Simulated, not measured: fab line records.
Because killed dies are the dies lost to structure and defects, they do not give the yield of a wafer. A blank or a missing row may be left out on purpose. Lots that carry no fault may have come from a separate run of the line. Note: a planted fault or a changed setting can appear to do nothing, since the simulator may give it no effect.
Which tool was responsible? ; flow gf180mcu ; Sampling: 7 lots, 21 wafers, 2 of 602 route steps

WHAT EACH GAUGE READ, for each wafer
GF_DNWELL_TW_MEAS_09.
lot;measured;on;DNWELL_TW
L611;day 3 00:37;film_metro-02;1353 1365 1359
L613;day 3 14:07;film_metro-02;1367 1359 1372
L617;day 4 14:05;film_metro-01;1341 1342 1340
L621;day 5 14:58;film_metro-01;1335 1334 1342
L624;day 6 01:35;film_metro-03;1364 1360 1364
L626;day 6 09:02;film_metro-01;30 30 30 30 30 30
L628;day 6 18:51;film_metro-03;31 31 31 31 31 31

WHICH TOOL RAN EACH LOT (tool, then ch and the chambers of the sampled wafers, then the start)
lot;GF_DNWELL_DEVELOP_06
L611;litho_track-04 ch 0, day 3 00:00
L613;litho_track-04 ch 0, day 3 13:00
L617;litho_track-04 ch 0, day 4 13:00
L621;litho_track-02 ch 0, day 5 14:00
L624;litho_track-04 ch 0, day 6 01:00
L626;litho_track-02, day 6 08:00
L628;litho_track-04, day 6 18:00
- GF_DNWELL_DEVELOP_06: develop time 61.66 s.

THE ANSWER, worked out from the rows above alone
Rule: the lots themselves supply what counts as usual. Put in order of their means at a reading, lots are off if they are a third of the lots or fewer, leave a main group of 4 or more, and stand apart from it by a gap of 3 or more times the standard deviation of the main group's means; of several such gaps the widest counts. Not used: any main group whose means are identical at the precision the tables above print for the reading. Also off: a lot with no number at a reading for which 4 or more lots have one. All remaining lots with rows at the step are treated as sound.
Off: L626, L628, at GF_DNWELL_TW_MEAS_09 (DNWELL_TW). The main group has a mean of 1353 with a standard deviation of 12.
If a tool, at a process step before that reading, ran all the lots that are off and no sound lot after the first of them, it fits. Gauges at GF_DNWELL_TW_MEAS_09: tried the same way as those tools. None of those tried fits.

WHAT HAD BEEN PUT IN BY THE SIMULATOR
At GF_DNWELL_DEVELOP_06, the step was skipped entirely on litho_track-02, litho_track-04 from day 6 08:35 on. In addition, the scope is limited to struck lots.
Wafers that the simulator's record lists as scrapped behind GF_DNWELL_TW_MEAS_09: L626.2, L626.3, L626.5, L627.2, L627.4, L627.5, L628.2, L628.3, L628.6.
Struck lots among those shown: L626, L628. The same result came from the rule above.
